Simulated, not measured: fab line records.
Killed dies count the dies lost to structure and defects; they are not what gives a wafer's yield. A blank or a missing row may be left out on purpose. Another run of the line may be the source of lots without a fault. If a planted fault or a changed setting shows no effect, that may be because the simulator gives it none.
Struck lot and sound lot, side by side | flow sky130 | 15 steps out of a route of 708
Sound: wafers L705.1, L705.3, L705.6. Wafers struck: L723.2, L723.3, L723.6. The cause is named last.
Order at every step that has rows: each side's tool, ch and its chambers, its first start. Under that, the readings that differ: sound wafers | struck wafers | difference of the means | sigmas: that difference in standard deviations of wafers without a fault.
alike: words and numbers the same on both sides, and readings whose means are apart by under 2 such deviations; not compared: readings that were withheld, readings missing a value for some wafer, numbers with overlapping values and no deviation given by the record, and bounds like >300 which may hide the same value.
Wherever a step has rows on one side only, a row that says differs or no value, or a row with sigmas, the two part there. Non-overlapping numbers with no deviation appear without sigmas and do not part them. Lack of a reading on every wafer of one side parts them only where that side has two or more wafers.

SKY_CONTACT_ETCH_17: etches SiO2 in C4F8/O2/Ar, stops on Si3N4, target depth 340 nm.
  sound on rie_diel-04 ch 0,2, day 31 15:41; struck on rie_diel-04 ch 0,2,3, day 37 14:53
  alike: oes_product_au
SKY_CONTACT_ETCH_18: etches Si3N4 in CHF3/O2, stops on TiN, time 39 s, target depth 75 nm.
  sound: rie_diel-04 ch 0,2; struck: rie_diel-04 ch 0,2,3
  alike: drypump_motor_current_A, oes_product_au, throttle_valve_pct
  not compared: rf_hours_counter_h
SKY_CONTACT_STRIP_19: strips in O2/N2.
  sound on plasma_asher-03 ch 0,1, day 31 15:47; struck on plasma_asher-03 ch 0,1, day 37 14:59
  alike: drypump_motor_current_A, oes_product_au, strip_time_to_endpoint_s
  not compared: rf_hours_counter_h
then, 3 steps without rows for these wafers: SKY_CONTACT_STRIP_20 (strips in post etch residue remover, time 1200 s); SKY_CONTACT_CLEAN_21 (cleans in IPA, time 180 s); SKY_CONTACT_CLEAN_22 (cleans in O3/DIW).
SKY_CONTACT_SPUTTER_23: material TiN, target thk 20 nm, time 80 s.
  struck on pvd_sputter-04, day 37 15:35; sound on pvd_sputter-03, day 31 16:22
  alike: cathode_dc_power_W, throttle_valve_pct
SKY_CONTACT_CVD_24: deposits W, target thk 340 nm, time 102.12 s.
  sound on cvd_w-01 ch 0,1, day 31 16:26; struck on cvd_w-01 ch 1, day 37 15:38
  alike: heater_power_w
SKY_CONTACT_RS_MEAS_25: a four-point-probe measurement.
  struck on film_metro-04, day 37 15:46; sound on film_metro-01, day 31 16:32
  alike: CONTACT_W_RS
SKY_CONTACT_THK_MEAS_26: measures by xrf.
  struck on film_metro-04, day 37 15:53; sound on film_metro-01, day 31 16:40
  alike: CONTACT_W_THK
then, 2 steps without rows for these wafers: SKY_CONTACT_CMP_27 (polishes, stops on SiO2, t overpolish 15 s, target thk 0 nm); SKY_METAL1_SPUTTER_00 (material Ti, target thk 15 nm, time 10 s).
SKY_METAL1_SPUTTER_01: material TiN, target thk 20 nm, time 16.7 s.
  struck on pvd_sputter-02, day 37 16:15; sound on pvd_sputter-02, day 31 17:58
  reading                                    | sound                | struck               | difference | sigmas
  cathode_dc_power_W (W)                     | 6498.1 6502.3 6501.5 | 6161.0 6161.0 6161.0 | -339.6     | -99 or more
  model.TiN_of_METAL1_SPUTTER_01.thk_nm (nm) | 20.34 20.18 20.39    | 18.96 18.68 18.77    | -1.50      |
  alike: throttle_valve_pct
then, 2 steps without rows for these wafers: SKY_METAL1_SPUTTER_02 (material AlCu, target thk 250 nm, time 13.3 s); SKY_PAD_OPEN_PROBE_99.

WHERE THEY PART
At SKY_METAL1_SPUTTER_01 and nowhere else, as far as this record goes.

WHY: whatever the simulator had introduced
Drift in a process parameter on pvd_sputter-02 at SKY_METAL1_SPUTTER_01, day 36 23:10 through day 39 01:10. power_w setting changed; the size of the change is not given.
